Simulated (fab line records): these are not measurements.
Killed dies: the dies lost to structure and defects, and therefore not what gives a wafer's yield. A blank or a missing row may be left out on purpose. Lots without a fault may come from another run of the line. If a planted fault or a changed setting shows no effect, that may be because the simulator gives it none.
Which of the tools did it? / flow gf180mcu / 39 wafers from 13 lots sampled at 5 of the route's 602 steps

== WHAT THE GAUGES READ, wafer by wafer ==
Not one reading of a measure or inspect step in the record can be checked against a usual standard deviation.

== WHAT TOOL EACH LOT RAN ON (gives the tool, then ch and the chambers of the sampled wafers, and finally the start) ==
lot=L975; GF_M2_STRIP_17=plasma asher-03 ch 0,1, day 19 04:40; GF_V2_CMP_26=cmp-02 ch 2,3, day 20 07:29; GF_M3_SPUTTER_00=pvd sputter-03, day 20 07:44; GF_M3_SPUTTER_04=pvd sputter-03, day 20 07:55; GF_M3_METAL_ETCH_16=rie metal-04 ch 1, day 21 08:01
lot=L976; GF_M2_STRIP_17=plasma asher-03 ch 0,1, day 19 11:55; GF_V2_CMP_26=cmp-01 ch 1,2,3, day 20 13:45; GF_M3_SPUTTER_00=pvd sputter-02, day 20 14:00; GF_M3_SPUTTER_04=pvd sputter-02, day 20 14:11; GF_M3_METAL_ETCH_16=rie metal-04 ch 1, day 21 13:47
lot=L977; GF_M2_STRIP_17=plasma asher-03 ch 1, day 19 20:25; GF_V2_CMP_26=cmp-01 ch 0,1,3, day 20 22:24; GF_M3_SPUTTER_00=pvd sputter-03, day 20 22:39; GF_M3_SPUTTER_04=pvd sputter-03, day 20 22:50; GF_M3_METAL_ETCH_16=rie metal-01 ch 0,1, day 21 22:41
lot=L978; GF_M2_STRIP_17=plasma asher-03 ch 0,1, day 20 02:46; GF_V2_CMP_26=cmp-02 ch 0,1,3, day 21 04:51; GF_M3_SPUTTER_00=pvd sputter-02, day 21 05:09; GF_M3_SPUTTER_04=pvd sputter-02, day 21 05:20; GF_M3_METAL_ETCH_16=rie metal-01 ch 0,1, day 22 05:32
lot=L979; GF_M2_STRIP_17=plasma asher-03 ch 0,1, day 20 18:33; GF_V2_CMP_26=cmp-01 ch 1,2,3, day 21 21:07; GF_M3_SPUTTER_00=pvd sputter-02, day 21 21:19; GF_M3_SPUTTER_04=pvd sputter-02, day 21 21:30; GF_M3_METAL_ETCH_16=rie metal-01 ch 0,1, day 22 21:20
lot=L980; GF_M2_STRIP_17=plasma asher-03 ch 0,1, day 21 07:14; GF_V2_CMP_26=cmp-02 ch 0,2,3, day 22 09:04; GF_M3_SPUTTER_00=pvd sputter-03, day 22 09:19; GF_M3_SPUTTER_04=pvd sputter-03, day 22 09:29; GF_M3_METAL_ETCH_16=rie metal-02 ch 0,1, day 23 08:44
lot=L981; GF_M2_STRIP_17=plasma asher-01 ch 0,1, day 21 13:14; GF_V2_CMP_26=cmp-02 ch 2,3, day 22 15:22; GF_M3_SPUTTER_00=pvd sputter-03, day 22 15:40; GF_M3_SPUTTER_04=pvd sputter-03, day 22 15:51; GF_M3_METAL_ETCH_16=rie metal-01 ch 1, day 23 15:05
lot=L982; GF_M2_STRIP_17=plasma asher-03 ch 0,1, day 21 23:47; GF_V2_CMP_26=cmp-02 ch 0,1,3, day 23 01:12; GF_M3_SPUTTER_00=pvd sputter-03, day 23 01:30; GF_M3_SPUTTER_04=pvd sputter-03, day 23 01:41; GF_M3_METAL_ETCH_16=rie metal-01 ch 0,1, day 23 23:59
lot=L986; GF_M2_STRIP_17=plasma asher-01 ch 0,1, day 23 20:08; GF_V2_CMP_26=cmp-02 ch 0,1,2, day 24 20:33; GF_M3_SPUTTER_00=pvd sputter-02, day 24 20:45; GF_M3_SPUTTER_04=pvd sputter-02, day 24 20:56; GF_M3_METAL_ETCH_16=rie metal-02 ch 0,1, day 25 18:44
lot=L988; GF_M2_STRIP_17=plasma asher-03 ch 0,1, day 24 09:56; GF_V2_CMP_26=cmp-02 ch 0,1, day 25 10:12; GF_M3_SPUTTER_00=pvd sputter-03, day 25 10:27; GF_M3_SPUTTER_04=pvd sputter-03, day 25 10:38; GF_M3_METAL_ETCH_16=rie metal-04 ch 0,1, day 26 07:32
lot=L994; GF_M2_STRIP_17=plasma asher-04 ch 0,1, day 26 06:08; GF_V2_CMP_26=cmp-01 ch 0,2, day 27 04:57; GF_M3_SPUTTER_00=pvd sputter-02, day 27 05:15; GF_M3_SPUTTER_04=pvd sputter-02, day 27 05:26; GF_M3_METAL_ETCH_16=rie metal-01 ch 0,1, day 28 01:05
lot=L996; GF_M2_STRIP_17=plasma asher-04 ch 0,1, day 26 13:39; GF_V2_CMP_26=cmp-01 ch 0,1, day 27 13:04; GF_M3_SPUTTER_00=pvd sputter-03, day 27 13:19; GF_M3_SPUTTER_04=pvd sputter-03, day 27 13:30; GF_M3_METAL_ETCH_16=rie metal-02 ch 0,1, day 28 08:56
lot=L997; GF_M2_STRIP_17=plasma asher-01 ch 0, day 26 16:34; GF_V2_CMP_26=cmp-02 ch 0,1,3, day 27 15:00; GF_M3_SPUTTER_00=pvd sputter-04, day 27 15:15; GF_M3_SPUTTER_04=pvd sputter-04, day 27 15:26; GF_M3_METAL_ETCH_16=rie metal-04 ch 1, day 28 10:38
- GF_M2_STRIP_17: strips in O2/N2.
- GF_V2_CMP_26: polishes, stops on SiO2, t overpolish 15 s, target thk 0 nm.
- GF_M3_SPUTTER_00: material Ti, target thk 37.5 nm, time 150 s.
- GF_M3_SPUTTER_04: material TiN, target thk 50 nm, time 41.7 s.
- GF_M3_METAL_ETCH_16: etches the open film in Cl2/BCl3, stops on SiO2, target depth 627.5 nm, time 104.6 s.

== AS READ BY THE TOOLS THEMSELVES (means over the sampled wafers that have a number; for cases with no such wafer, the mark the record gives instead) ==
GF_M2_STRIP_17. Usual: drypump motor current A 5.3 A, standard deviation 0.58; heater power w 342 W, standard deviation 34; oes product au 0.557 a.u., standard deviation 0.0055; strip time to endpoint s 7.86 s, standard deviation 0.053.
lot=L975; tool=plasma asher-03; drypump motor current A (A)=5.0; heater power w (W)=350; oes product au (a.u.)=0.554; strip time to endpoint s (s)=7.80; flag=
lot=L976; tool=plasma asher-03; drypump motor current A (A)=5.1; heater power w (W)=368; oes product au (a.u.)=0.549; strip time to endpoint s (s)=7.76; flag=
lot=L977; tool=plasma asher-03; drypump motor current A (A)=5.1; heater power w (W)=388; oes product au (a.u.)=0.554; strip time to endpoint s (s)=7.79; flag=
lot=L978; tool=plasma asher-03; drypump motor current A (A)=5.0; heater power w (W)=370; oes product au (a.u.)=0.562; strip time to endpoint s (s)=7.90; flag=
lot=L979; tool=plasma asher-03; drypump motor current A (A)=5.0; heater power w (W)=357; oes product au (a.u.)=0.559; strip time to endpoint s (s)=7.82; flag=
lot=L980; tool=plasma asher-03; drypump motor current A (A)=5.0; heater power w (W)=353; oes product au (a.u.)=0.555; strip time to endpoint s (s)=7.80; flag=
lot=L981; tool=plasma asher-01; drypump motor current A (A)=5.3; heater power w (W)=346; oes product au (a.u.)=0.555; strip time to endpoint s (s)=7.85; flag=
lot=L982; tool=plasma asher-03; drypump motor current A (A)=5.0; heater power w (W)=354; oes product au (a.u.)=0.560; strip time to endpoint s (s)=7.94; flag=
lot=L986; tool=plasma asher-01; drypump motor current A (A)=5.7; heater power w (W)=355; oes product au (a.u.)=0.560; strip time to endpoint s (s)=7.94; flag=
lot=L988; tool=plasma asher-03; drypump motor current A (A)=5.0; heater power w (W)=354; oes product au (a.u.)=0.554; strip time to endpoint s (s)=7.82; flag=
lot=L994; tool=plasma asher-04; drypump motor current A (A)=6.0; heater power w (W)=319; oes product au (a.u.)=0.558; strip time to endpoint s (s)=7.93; flag=
lot=L996; tool=plasma asher-04; drypump motor current A (A)=5.5; heater power w (W)=301; oes product au (a.u.)=0.556; strip time to endpoint s (s)=7.86; flag=
lot=L997; tool=plasma asher-01; drypump motor current A (A)=4.9; heater power w (W)=335; oes product au (a.u.)=0.558; strip time to endpoint s (s)=7.86; flag=

GF_V2_CMP_26. Usual: head pressure psi 3.500 psi, standard deviation 0.0075; motor current A 11.3 A, standard deviation 0.95; overpolish run s 15.000 s, standard deviation 0.009; time to endpoint s 86 s, standard deviation 4.6.
lot=L975; tool=cmp-02; head pressure psi (psi)=3.508; motor current A (A)=10.5; overpolish run s (s)=14.994; time to endpoint s (s)=84; flag=
lot=L976; tool=cmp-01; head pressure psi (psi)=3.503; motor current A (A)=11.8; overpolish run s (s)=14.999; time to endpoint s (s)=89; flag=
lot=L977; tool=cmp-01; head pressure psi (psi)=3.511; motor current A (A)=11.1; overpolish run s (s)=14.997; time to endpoint s (s)=87; flag=
lot=L978; tool=cmp-02; head pressure psi (psi)=3.493; motor current A (A)=11.7; overpolish run s (s)=14.991; time to endpoint s (s)=83; flag=
lot=L979; tool=cmp-01; head pressure psi (psi)=3.496; motor current A (A)=11.6; overpolish run s (s)=14.998; time to endpoint s (s)=89; flag=
lot=L980; tool=cmp-02; head pressure psi (psi)=3.503; motor current A (A)=10.4; overpolish run s (s)=15.004; time to endpoint s (s)=84; flag=
lot=L981; tool=cmp-02; head pressure psi (psi)=3.498; motor current A (A)=11.0; overpolish run s (s)=15.009; time to endpoint s (s)=83; flag=
lot=L982; tool=cmp-02; head pressure psi (psi)=3.497; motor current A (A)=11.4; overpolish run s (s)=15.002; time to endpoint s (s)=84; flag=
lot=L986; tool=cmp-02; head pressure psi (psi)=3.505; motor current A (A)=11.0; overpolish run s (s)=15.002; time to endpoint s (s)=82; flag=
lot=L988; tool=cmp-02; head pressure psi (psi)=3.503; motor current A (A)=12.2; overpolish run s (s)=14.997; time to endpoint s (s)=81; flag=
lot=L994; tool=cmp-01; head pressure psi (psi)=3.498; motor current A (A)=11.2; overpolish run s (s)=15.010; time to endpoint s (s)=85; flag=
lot=L996; tool=cmp-01; head pressure psi (psi)=3.506; motor current A (A)=11.0; overpolish run s (s)=14.998; time to endpoint s (s)=87; flag=
lot=L997; tool=cmp-02; head pressure psi (psi)=3.500; motor current A (A)=11.4; overpolish run s (s)=15.001; time to endpoint s (s)=84; flag=

GF_M3_SPUTTER_00. Usual: cathode dc power W 4000.0 W, standard deviation 0.68; chamber pressure pa 2.000 Pa, standard deviation 0.004; throttle valve pct 29.9 %, standard deviation 1.
lot=L975; tool=pvd sputter-03; cathode dc power W (W)=4000.5; chamber pressure pa (Pa)=2.000; throttle valve pct (%)=30.4; flag=
lot=L976; tool=pvd sputter-02; cathode dc power W (W)=4000.0; chamber pressure pa (Pa)=2.001; throttle valve pct (%)=30.3; flag=
lot=L977; tool=pvd sputter-03; cathode dc power W (W)=3999.9; chamber pressure pa (Pa)=2.000; throttle valve pct (%)=30.4; flag=
lot=L978; tool=pvd sputter-02; cathode dc power W (W)=4000.4; chamber pressure pa (Pa)=2.000; throttle valve pct (%)=30.1; flag=
lot=L979; tool=pvd sputter-02; cathode dc power W (W)=3999.9; chamber pressure pa (Pa)=1.999; throttle valve pct (%)=30.6; flag=
lot=L980; tool=pvd sputter-03; cathode dc power W (W)=3999.8; chamber pressure pa (Pa)=2.000; throttle valve pct (%)=29.2; flag=
lot=L981; tool=pvd sputter-03; cathode dc power W (W)=4001.1; chamber pressure pa (Pa)=1.994; throttle valve pct (%)=28.9; flag=
lot=L982; tool=pvd sputter-03; cathode dc power W (W)=3999.6; chamber pressure pa (Pa)=2.000; throttle valve pct (%)=30.4; flag=
lot=L986; tool=pvd sputter-02; cathode dc power W (W)=-; chamber pressure pa (Pa)=-; throttle valve pct (%)=-; flag=OFF
lot=L988; tool=pvd sputter-03; cathode dc power W (W)=-; chamber pressure pa (Pa)=-; throttle valve pct (%)=-; flag=OFF
lot=L994; tool=pvd sputter-02; cathode dc power W (W)=3999.8; chamber pressure pa (Pa)=1.997; throttle valve pct (%)=29.9; flag=
lot=L996; tool=pvd sputter-03; cathode dc power W (W)=3999.2; chamber pressure pa (Pa)=1.999; throttle valve pct (%)=29.7; flag=
lot=L997; tool=pvd sputter-04; cathode dc power W (W)=4000.1; chamber pressure pa (Pa)=1.998; throttle valve pct (%)=29.9; flag=

GF_M3_SPUTTER_04. Usual: cathode dc power W 6499.9 W, standard deviation 1.2; chamber pressure pa 0.4000 Pa, standard deviation 0.00069; throttle valve pct 29.9 %, standard deviation 1.
lot=L975; tool=pvd sputter-03; cathode dc power W (W)=6501.2; chamber pressure pa (Pa)=0.3999; throttle valve pct (%)=30.4; flag=
lot=L976; tool=pvd sputter-02; cathode dc power W (W)=6499.3; chamber pressure pa (Pa)=0.4000; throttle valve pct (%)=30.6; flag=
lot=L977; tool=pvd sputter-03; cathode dc power W (W)=6499.7; chamber pressure pa (Pa)=0.3996; throttle valve pct (%)=30.6; flag=
lot=L978; tool=pvd sputter-02; cathode dc power W (W)=6499.7; chamber pressure pa (Pa)=0.3996; throttle valve pct (%)=30.1; flag=
lot=L979; tool=pvd sputter-02; cathode dc power W (W)=6499.5; chamber pressure pa (Pa)=0.4000; throttle valve pct (%)=30.6; flag=
lot=L980; tool=pvd sputter-03; cathode dc power W (W)=6499.7; chamber pressure pa (Pa)=0.4002; throttle valve pct (%)=29.3; flag=
lot=L981; tool=pvd sputter-03; cathode dc power W (W)=6497.7; chamber pressure pa (Pa)=0.3995; throttle valve pct (%)=28.8; flag=
lot=L982; tool=pvd sputter-03; cathode dc power W (W)=6500.1; chamber pressure pa (Pa)=0.4008; throttle valve pct (%)=30.4; flag=
lot=L986; tool=pvd sputter-02; cathode dc power W (W)=6499.9; chamber pressure pa (Pa)=0.3996; throttle valve pct (%)=30.2; flag=
lot=L988; tool=pvd sputter-03; cathode dc power W (W)=6499.5; chamber pressure pa (Pa)=0.4002; throttle valve pct (%)=29.1; flag=
lot=L994; tool=pvd sputter-02; cathode dc power W (W)=6499.0; chamber pressure pa (Pa)=0.4002; throttle valve pct (%)=30.0; flag=
lot=L996; tool=pvd sputter-03; cathode dc power W (W)=6498.9; chamber pressure pa (Pa)=0.4005; throttle valve pct (%)=29.8; flag=
lot=L997; tool=pvd sputter-04; cathode dc power W (W)=6499.6; chamber pressure pa (Pa)=0.4000; throttle valve pct (%)=29.6; flag=

GF_M3_METAL_ETCH_16. Usual: bias w 140.0 W, standard deviation 0.43; drypump motor current A 5.9 A, standard deviation 0.37; oes product au 0.971 a.u., standard deviation 0.0056; rf fwd power W 794.5 W, standard deviation 2.6; throttle valve pct 28.251 %, standard deviation 0.012.
lot=L975; tool=rie metal-04; bias w (W)=140.2; drypump motor current A (A)=6.5; oes product au (a.u.)=0.974; rf fwd power W (W)=792.2; throttle valve pct (%)=28.252; flag=
lot=L976; tool=rie metal-04; bias w (W)=139.9; drypump motor current A (A)=6.5; oes product au (a.u.)=0.971; rf fwd power W (W)=793.2; throttle valve pct (%)=28.242; flag=
lot=L977; tool=rie metal-01; bias w (W)=140.0; drypump motor current A (A)=5.8; oes product au (a.u.)=0.966; rf fwd power W (W)=796.1; throttle valve pct (%)=28.253; flag=
lot=L978; tool=rie metal-01; bias w (W)=139.9; drypump motor current A (A)=5.6; oes product au (a.u.)=0.976; rf fwd power W (W)=795.5; throttle valve pct (%)=28.245; flag=
lot=L979; tool=rie metal-01; bias w (W)=140.0; drypump motor current A (A)=5.6; oes product au (a.u.)=0.975; rf fwd power W (W)=795.0; throttle valve pct (%)=28.236; flag=
lot=L980; tool=rie metal-02; bias w (W)=140.0; drypump motor current A (A)=5.8; oes product au (a.u.)=0.969; rf fwd power W (W)=796.7; throttle valve pct (%)=28.259; flag=
lot=L981; tool=rie metal-01; bias w (W)=139.6; drypump motor current A (A)=5.9; oes product au (a.u.)=0.973; rf fwd power W (W)=796.2; throttle valve pct (%)=28.244; flag=
lot=L982; tool=rie metal-01; bias w (W)=140.2; drypump motor current A (A)=5.6; oes product au (a.u.)=0.971; rf fwd power W (W)=794.8; throttle valve pct (%)=28.259; flag=
lot=L986; tool=rie metal-02; bias w (W)=139.5; drypump motor current A (A)=5.8; oes product au (a.u.)=0.992; rf fwd power W (W)=793.8; throttle valve pct (%)=28.230; flag=OFF
lot=L988; tool=rie metal-04; bias w (W)=140.0; drypump motor current A (A)=6.2; oes product au (a.u.)=0.986; rf fwd power W (W)=791.5; throttle valve pct (%)=28.226; flag=
lot=L994; tool=rie metal-01; bias w (W)=140.0; drypump motor current A (A)=5.8; oes product au (a.u.)=0.974; rf fwd power W (W)=791.7; throttle valve pct (%)=28.249; flag=
lot=L996; tool=rie metal-02; bias w (W)=140.1; drypump motor current A (A)=5.8; oes product au (a.u.)=0.963; rf fwd power W (W)=795.0; throttle valve pct (%)=28.268; flag=
lot=L997; tool=rie metal-04; bias w (W)=140.2; drypump motor current A (A)=6.5; oes product au (a.u.)=0.967; rf fwd power W (W)=796.6; throttle valve pct (%)=28.264; flag=

== THE ANSWER, worked out from the rows above alone ==
Rule: a lot counts as off when the mean over its wafers that have a number is more than 3 standard deviations away from the usual mean. A lot without any number at a reading at which 4 lots or more have one is off too. Where the step has rows for the other lots, those lots are counted as sound. The gauges are gone through in route order, then the tools' own readings, and for those a lot's mean is taken as printed above. The first step at which some lot is off is used, and at that step the reading that is off furthest; a lot without a number counts as furthest.
Off, at GF_M3_SPUTTER_00 on cathode dc power W: L986, L988. Without a number there: L986, L988.
If a tool, at that step or one of the process steps before it, ran each lot that is off and ran no sound lot following the first of them, it fits. Not one of the candidates tried fits.

== WHAT THE SIMULATOR HAD INSERTED ==
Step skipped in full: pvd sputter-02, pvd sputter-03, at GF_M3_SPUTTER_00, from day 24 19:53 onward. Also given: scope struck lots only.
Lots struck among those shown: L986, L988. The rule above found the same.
